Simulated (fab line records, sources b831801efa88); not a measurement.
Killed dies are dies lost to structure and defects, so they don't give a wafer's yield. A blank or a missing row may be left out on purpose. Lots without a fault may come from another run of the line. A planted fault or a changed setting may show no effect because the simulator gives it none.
Which tool did it? | flow gf180mcu | 14 lots, 42 wafers sampled, at 2 steps of a route of 602

WHAT THE GAUGES READ, wafer by wafer
GF_VT_IMPLANT_OVL_MEAS_18.
lot  | measured     | on         | VT_IMPLANT_01_OVL (nm)
L634 | day 6 06:33  | overlay-01 | -1.0 1.1 0.8
L635 | day 6 11:49  | overlay-02 | 0.0 1.9 0.7
L636 | day 7 01:32  | overlay-01 | 0.2 0.9 0.3
L637 | day 7 02:23  | overlay-01 | 0.6 -1.0 0.3
L638 | day 7 06:11  | overlay-02 | -2.3 -1.4 -0.1
L643 | day 8 15:18  | overlay-02 | 2.5 2.2 1.6
L645 | day 9 06:47  | overlay-02 | 0.9 0.1 -0.5
L648 | day 9 22:16  | overlay-02 | 0.4 0.9 0.5
L650 | day 10 12:06 | overlay-02 | 1.2 -0.4 1.4
L651 | day 10 17:33 | overlay-02 | -1.9 -0.7 -1.0
L652 | day 10 22:48 | overlay-01 | 2.0 1.1 2.4
L654 | day 11 14:49 | overlay-02 | 1.8 2.1 2.0
L656 | day 12 01:25 | overlay-02 | 0.4 -0.4 -0.4
L657 | day 12 05:53 | overlay-02 | 1.9 2.1 2.1

GF_VT_IMPLANT_OVL_MEAS_29.
lot  | measured     | on         | VT_IMPLANT_02_OVL (nm)
L634 | day 6 21:27  | overlay-01 | 2.5 3.0 2.5
L635 | day 7 04:03  | overlay-01 | 0.1 -1.8 0.2
L636 | day 7 17:31  | overlay-02 | 2.3 2.7 2.1
L637 | day 7 18:13  | overlay-01 | 2.2 0.2 2.9
L638 | day 7 22:20  | overlay-01 | 2.0 2.1 2.2
L643 | day 9 08:41  | overlay-02 | 0.2 0.2 -0.4
L645 | day 10 00:22 | overlay-02 | 1.5 1.0 2.7
L648 | day 10 15:44 | overlay-02 | -2.0 -1.4 -2.0
L650 | day 11 06:38 | overlay-02 | 1.9 1.3 1.7
L651 | day 11 12:00 | overlay-01 | -1.3 -0.5 -1.1
L652 | day 11 18:06 | overlay-02 | -0.6 -1.7 -1.0
L654 | day 12 09:37 | overlay-02 | 1.8 1.7 2.9
L656 | day 12 20:46 | overlay-02 | 1.2 2.1 1.8
L657 | day 13 00:52 | overlay-01 | 0.4 1.1 0.3

WHICH TOOL RAN EACH LOT (tool, then ch and the chambers of the sampled wafers, then the start)
The record holds no process step before these readings.

WHAT THE TOOLS THEMSELVES READ (means of the sampled wafers that have a number; where no wafer has one, the mark that the record gives instead)
The record holds no such reading with a usual standard deviation.

THE ANSWER, worked out from the rows above alone
Rule: what is usual is taken from the lots themselves. Put in order of their means at a reading, lots are off if they are a third of the lots or fewer, leave a main group of 4 or more, and stand apart from it by a gap of 3 or more times the standard deviation of the main group's means; of several such gaps the widest counts. A main group whose means are all the same, to the digits that the tables above print for the reading, isn't used. A lot without any number at a reading at which 4 lots or more have one is off too. The other lots that the step has rows for count as sound. The gauges are gone through in route order, then the tools' own readings, and for those a lot's mean is taken as printed above. The first step at which some lot is off is used, and at that step the reading that is off furthest; a lot without a number counts as furthest.
No lot is off at any reading shown: from this, nothing can be told.

WHAT THE SIMULATOR HAD PUT IN
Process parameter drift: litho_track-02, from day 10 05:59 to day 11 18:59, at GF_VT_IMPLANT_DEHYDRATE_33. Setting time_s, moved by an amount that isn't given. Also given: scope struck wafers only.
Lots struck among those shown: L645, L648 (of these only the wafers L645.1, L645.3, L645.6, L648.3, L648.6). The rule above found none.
